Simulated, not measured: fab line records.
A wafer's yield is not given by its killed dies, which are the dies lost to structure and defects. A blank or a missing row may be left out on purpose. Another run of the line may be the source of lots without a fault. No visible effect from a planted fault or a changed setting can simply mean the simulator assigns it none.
Which tool is to blame? / flow gf180mcu / 13 lots with 39 wafers sampled at 6 steps, on a route of 602 steps

WHAT THE GAUGES SHOWED, per wafer
GF_VT_IMPLANT_RS_MEAS_47: a four-point-probe measurement. Usual: NWELL_RS gives 488.2 ohm/sq (standard deviation 1.3).
lot=L692; measured=day 7 21:16; on=film_metro-02; NWELL_RS (ohm/sq)=489.4 487.7 488.0; flag=
lot=L693; measured=day 8 06:08; on=film_metro-04; NWELL_RS (ohm/sq)=488.1 489.6 488.5; flag=
lot=L694; measured=day 8 07:01; on=film_metro-03; NWELL_RS (ohm/sq)=486.8 487.2 486.5; flag=
lot=L695; measured=day 8 13:02; on=film_metro-03; NWELL_RS (ohm/sq)=487.1 487.8 487.9; flag=
lot=L696; measured=day 9 01:28; on=film_metro-03; NWELL_RS (ohm/sq)=486.7 488.9 487.3; flag=
lot=L698; measured=day 9 12:53; on=film_metro-04; NWELL_RS (ohm/sq)=487.2 486.9 487.3; flag=
lot=L701; measured=day 10 05:28; on=film_metro-03; NWELL_RS (ohm/sq)=488.0 487.6 487.2; flag=
lot=L702; measured=day 10 11:47; on=film_metro-03; NWELL_RS (ohm/sq)=489.3 489.2 489.6; flag=
lot=L703; measured=day 10 16:28; on=film_metro-04; NWELL_RS (ohm/sq)=489.8 490.0 489.4; flag=
lot=L705; measured=day 11 06:38; on=film_metro-04; NWELL_RS (ohm/sq)=490.7 491.1 491.4; flag=
lot=L710; measured=day 12 17:14; on=film_metro-02; NWELL_RS (ohm/sq)=487.7 486.9 486.8; flag=
lot=L711; measured=day 12 21:44; on=film_metro-04; NWELL_RS (ohm/sq)=486.7 487.0 485.9; flag=
lot=L712; measured=day 13 05:22; on=film_metro-03; NWELL_RS (ohm/sq)=489.4 490.2 489.5; flag=

GF_DUAL_GATE_OVL_MEAS_11. Usual: DUAL_GATE_OVL gives 0.8 nm (standard deviation 1.2).
lot=L692; measured=day 8 15:22; on=overlay-01; DUAL_GATE_OVL (nm)=1.6 2.0 0.5; flag=
lot=L693; measured=day 8 23:34; on=overlay-01; DUAL_GATE_OVL (nm)=1.6 0.8 1.6; flag=
lot=L694; measured=day 9 01:49; on=overlay-01; DUAL_GATE_OVL (nm)=-1.2 -1.1 -0.5; flag=
lot=L695; measured=day 9 09:49; on=overlay-01; DUAL_GATE_OVL (nm)=3.0 2.2 3.0; flag=
lot=L696; measured=day 9 20:31; on=overlay-02; DUAL_GATE_OVL (nm)=0.7 0.6 0.4; flag=
lot=L698; measured=day 10 07:40; on=overlay-02; DUAL_GATE_OVL (nm)=-0.4 -0.8 -1.0; flag=
lot=L701; measured=day 11 01:31; on=overlay-01; DUAL_GATE_OVL (nm)=2.3 1.2 2.2; flag=
lot=L702; measured=day 11 08:10; on=overlay-01; DUAL_GATE_OVL (nm)=1.0 1.3 0.0; flag=
lot=L703; measured=day 11 11:52; on=overlay-02; DUAL_GATE_OVL (nm)=1.5 1.5 -0.1; flag=
lot=L705; measured=day 12 06:04; on=overlay-02; DUAL_GATE_OVL (nm)=0.5 0.6 -1.4; flag=
lot=L710; measured=day 13 14:34; on=overlay-01; DUAL_GATE_OVL (nm)=2.2 1.4 0.1; flag=
lot=L711; measured=day 13 19:43; on=overlay-02; DUAL_GATE_OVL (nm)=-0.3 0.8 1.7; flag=
lot=L712; measured=day 14 03:46; on=overlay-01; DUAL_GATE_OVL (nm)=1.7 1.5 2.4; flag=

GF_HV_LDD_TW_MEAS_11. Usual: HV_LDD_TW gives 2417 (standard deviation 23).
lot=L692; measured=day 10 06:13; on=film_metro-03; HV_LDD_TW=2412 2425 2428; flag=
lot=L693; measured=day 10 17:07; on=film_metro-04; HV_LDD_TW=2392 2396 2412; flag=
lot=L694; measured=day 10 20:16; on=film_metro-04; HV_LDD_TW=2396 2409 2381; flag=
lot=L695; measured=day 11 03:10; on=film_metro-04; HV_LDD_TW=2374 2391 2373; flag=
lot=L696; measured=day 11 16:10; on=film_metro-02; HV_LDD_TW=2432 2420 2428; flag=
lot=L698; measured=day 12 05:40; on=film_metro-03; HV_LDD_TW=2426 2420 2437; flag=
lot=L701; measured=day 12 23:28; on=film_metro-03; HV_LDD_TW=2420 2429 2424; flag=
lot=L702; measured=day 13 06:40; on=film_metro-04; HV_LDD_TW=2405 2402 2396; flag=
lot=L703; measured=day 13 11:47; on=film_metro-02; HV_LDD_TW=2440 2440 2432; flag=
lot=L705; measured=day 14 06:40; on=film_metro-03; HV_LDD_TW=2429 2439 2435; flag=
lot=L710; measured=day 15 13:55; on=film_metro-02; HV_LDD_TW=1909 1902 1906; flag=OFF
lot=L711; measured=day 15 19:16; on=film_metro-03; HV_LDD_TW=1911 1911 1902; flag=OFF
lot=L712; measured=day 16 04:31; on=film_metro-04; HV_LDD_TW=1868 1867 1873; flag=OFF

GF_HV_LDD_RS_MEAS_53: a four-point-probe measurement. Usual: HV_LDD_RS gives 418.4 ohm/sq (standard deviation 0.85).
lot=L692; measured=day 12 13:53; on=film_metro-02; HV_LDD_RS (ohm/sq)=417.6 418.3 417.4; flag=
lot=L693; measured=day 13 02:01; on=film_metro-02; HV_LDD_RS (ohm/sq)=416.6 416.8 417.5; flag=
lot=L694; measured=day 13 05:11; on=film_metro-02; HV_LDD_RS (ohm/sq)=418.1 417.5 417.7; flag=
lot=L695; measured=day 13 13:19; on=film_metro-03; HV_LDD_RS (ohm/sq)=419.1 417.9 420.8; flag=
lot=L696; measured=day 14 03:29; on=film_metro-04; HV_LDD_RS (ohm/sq)=420.6 420.0 419.8; flag=
lot=L698; measured=day 14 19:02; on=film_metro-03; HV_LDD_RS (ohm/sq)=416.9 417.8 417.9; flag=
lot=L701; measured=day 15 14:59; on=film_metro-03; HV_LDD_RS (ohm/sq)=419.0 417.5 417.9; flag=
lot=L702; measured=day 15 22:44; on=film_metro-04; HV_LDD_RS (ohm/sq)=418.7 419.2 418.7; flag=
lot=L703; measured=day 16 04:44; on=film_metro-03; HV_LDD_RS (ohm/sq)=418.8 419.5 419.1; flag=
lot=L705; measured=day 17 01:38; on=film_metro-02; HV_LDD_RS (ohm/sq)=417.6 418.7 418.6; flag=
lot=L710; measured=day 18 10:49; on=film_metro-03; HV_LDD_RS (ohm/sq)=359.5 358.5 358.0; flag=OFF
lot=L711; measured=day 18 17:25; on=film_metro-03; HV_LDD_RS (ohm/sq)=357.8 357.6 358.7; flag=OFF
lot=L712; measured=day 19 03:32; on=film_metro-03; HV_LDD_RS (ohm/sq)=359.3 358.8 358.9; flag=OFF

EACH LOT AND THE TOOL THAT RAN IT (in order: tool; ch and the chambers of the sampled wafers; start)
lot=L692; GF_HV_LDD_IMPLANT_09=implanter-03 ch 0, day 10 05:58; GF_HV_LDD_STRIP_10=plasma_asher-02 ch 0,1, day 10 06:07
lot=L693; GF_HV_LDD_IMPLANT_09=implanter-01 ch 0, day 10 16:53; GF_HV_LDD_STRIP_10=plasma_asher-02 ch 0,1, day 10 17:01
lot=L694; GF_HV_LDD_IMPLANT_09=implanter-02 ch 0, day 10 20:01; GF_HV_LDD_STRIP_10=plasma_asher-04 ch 0,1, day 10 20:10
lot=L695; GF_HV_LDD_IMPLANT_09=implanter-01 ch 0, day 11 02:56; GF_HV_LDD_STRIP_10=plasma_asher-01 ch 0,1, day 11 03:04
lot=L696; GF_HV_LDD_IMPLANT_09=implanter-02 ch 0, day 11 15:55; GF_HV_LDD_STRIP_10=plasma_asher-02 ch 0,1, day 11 16:03
lot=L698; GF_HV_LDD_IMPLANT_09=implanter-02 ch 0, day 12 05:25; GF_HV_LDD_STRIP_10=plasma_asher-01 ch 0,1, day 12 05:34
lot=L701; GF_HV_LDD_IMPLANT_09=implanter-03 ch 0, day 12 23:13; GF_HV_LDD_STRIP_10=plasma_asher-02 ch 0,1, day 12 23:22
lot=L702; GF_HV_LDD_IMPLANT_09=implanter-02 ch 0, day 13 06:25; GF_HV_LDD_STRIP_10=plasma_asher-02 ch 0,1, day 13 06:34
lot=L703; GF_HV_LDD_IMPLANT_09=implanter-02 ch 0, day 13 11:34; GF_HV_LDD_STRIP_10=plasma_asher-02 ch 0,1, day 13 11:42
lot=L705; GF_HV_LDD_IMPLANT_09=implanter-03 ch 0, day 14 06:25; GF_HV_LDD_STRIP_10=plasma_asher-04 ch 0,1, day 14 06:34
lot=L710; GF_HV_LDD_IMPLANT_09=implanter-02 ch 0, day 15 13:41; GF_HV_LDD_STRIP_10=plasma_asher-04 ch 0, day 15 13:49
lot=L711; GF_HV_LDD_IMPLANT_09=implanter-03 ch 0, day 15 19:02; GF_HV_LDD_STRIP_10=plasma_asher-04 ch 0,1, day 15 19:10
lot=L712; GF_HV_LDD_IMPLANT_09=implanter-02 ch 0, day 16 04:16; GF_HV_LDD_STRIP_10=plasma_asher-01 ch 0,1, day 16 04:25
- GF_HV_LDD_IMPLANT_09
- GF_HV_LDD_STRIP_10: strips in O2/N2.

AS READ BY THE TOOLS THEMSELVES (means over the sampled wafers that have a number; for cases with no such wafer, the mark the record gives instead)
GF_HV_LDD_IMPLANT_09. Usual: beam_energy_keV reads 40.001 (standard deviation 0.013).
lot=L692 tool=implanter-03 beam_energy_keV=40.005 flag=
lot=L693 tool=implanter-01 beam_energy_keV=40.001 flag=
lot=L694 tool=implanter-02 beam_energy_keV=40.010 flag=
lot=L695 tool=implanter-01 beam_energy_keV=40.007 flag=
lot=L696 tool=implanter-02 beam_energy_keV=39.998 flag=
lot=L698 tool=implanter-02 beam_energy_keV=39.992 flag=
lot=L701 tool=implanter-03 beam_energy_keV=39.999 flag=
lot=L702 tool=implanter-02 beam_energy_keV=40.002 flag=
lot=L703 tool=implanter-02 beam_energy_keV=40.002 flag=
lot=L705 tool=implanter-03 beam_energy_keV=40.001 flag=
lot=L710 tool=implanter-02 beam_energy_keV=39.990 flag=
lot=L711 tool=implanter-03 beam_energy_keV=40.005 flag=
lot=L712 tool=implanter-02 beam_energy_keV=40.011 flag=

GF_HV_LDD_STRIP_10. Usual: drypump_motor_current_A 5.8 A, standard deviation 0.31; heater_power_w 338 W, standard deviation 30; oes_product_au 0.716 a.u., standard deviation 0.0042; strip_time_to_endpoint_s 12.63 s, standard deviation 0.037.
lot=L692; tool=plasma_asher-02; drypump_motor_current_A (A)=5.9; heater_power_w (W)=325; oes_product_au (a.u.)=0.716; strip_time_to_endpoint_s (s)=12.63; flag=
lot=L693; tool=plasma_asher-02; drypump_motor_current_A (A)=5.7; heater_power_w (W)=332; oes_product_au (a.u.)=0.714; strip_time_to_endpoint_s (s)=12.61; flag=
lot=L694; tool=plasma_asher-04; drypump_motor_current_A (A)=5.8; heater_power_w (W)=340; oes_product_au (a.u.)=0.715; strip_time_to_endpoint_s (s)=12.69; flag=
lot=L695; tool=plasma_asher-01; drypump_motor_current_A (A)=5.6; heater_power_w (W)=348; oes_product_au (a.u.)=0.713; strip_time_to_endpoint_s (s)=12.63; flag=
lot=L696; tool=plasma_asher-02; drypump_motor_current_A (A)=5.9; heater_power_w (W)=324; oes_product_au (a.u.)=0.718; strip_time_to_endpoint_s (s)=12.62; flag=
lot=L698; tool=plasma_asher-01; drypump_motor_current_A (A)=5.8; heater_power_w (W)=325; oes_product_au (a.u.)=0.715; strip_time_to_endpoint_s (s)=12.64; flag=
lot=L701; tool=plasma_asher-02; drypump_motor_current_A (A)=5.8; heater_power_w (W)=322; oes_product_au (a.u.)=0.714; strip_time_to_endpoint_s (s)=12.64; flag=
lot=L702; tool=plasma_asher-02; drypump_motor_current_A (A)=5.9; heater_power_w (W)=329; oes_product_au (a.u.)=0.713; strip_time_to_endpoint_s (s)=12.63; flag=
lot=L703; tool=plasma_asher-02; drypump_motor_current_A (A)=5.7; heater_power_w (W)=332; oes_product_au (a.u.)=0.718; strip_time_to_endpoint_s (s)=12.69; flag=
lot=L705; tool=plasma_asher-04; drypump_motor_current_A (A)=6.0; heater_power_w (W)=359; oes_product_au (a.u.)=0.718; strip_time_to_endpoint_s (s)=12.66; flag=
lot=L710; tool=plasma_asher-04; drypump_motor_current_A (A)=5.5; heater_power_w (W)=316; oes_product_au (a.u.)=0.718; strip_time_to_endpoint_s (s)=12.67; flag=
lot=L711; tool=plasma_asher-04; drypump_motor_current_A (A)=6.0; heater_power_w (W)=357; oes_product_au (a.u.)=0.717; strip_time_to_endpoint_s (s)=12.61; flag=
lot=L712; tool=plasma_asher-01; drypump_motor_current_A (A)=5.6; heater_power_w (W)=353; oes_product_au (a.u.)=0.716; strip_time_to_endpoint_s (s)=12.63; flag=

THE ANSWER, worked out from the rows above alone
Rule: take the mean of a lot's wafers that have a number; if it is more than 3 standard deviations from the usual mean, the lot is off. A lot without any number at a reading at which 4 lots or more have one is off too. The other lots that the step has rows for count as sound. First the gauges in route order, then the tools' own readings, where a lot's mean is used as printed above. At the first step where some lot is off, the reading lying furthest off is the one used; lots without a number count as furthest.
Off: L710, L711, L712, seen at GF_HV_LDD_TW_MEAS_11 (HV_LDD_TW).
A tool fits if, at a process step before that reading, it ran every lot that is off, and no sound lot after the first of them. Those tools and the gauges at GF_HV_LDD_TW_MEAS_11 are tried in the same way. None of those tried fits.

WHAT THE SIMULATOR HAD INSERTED
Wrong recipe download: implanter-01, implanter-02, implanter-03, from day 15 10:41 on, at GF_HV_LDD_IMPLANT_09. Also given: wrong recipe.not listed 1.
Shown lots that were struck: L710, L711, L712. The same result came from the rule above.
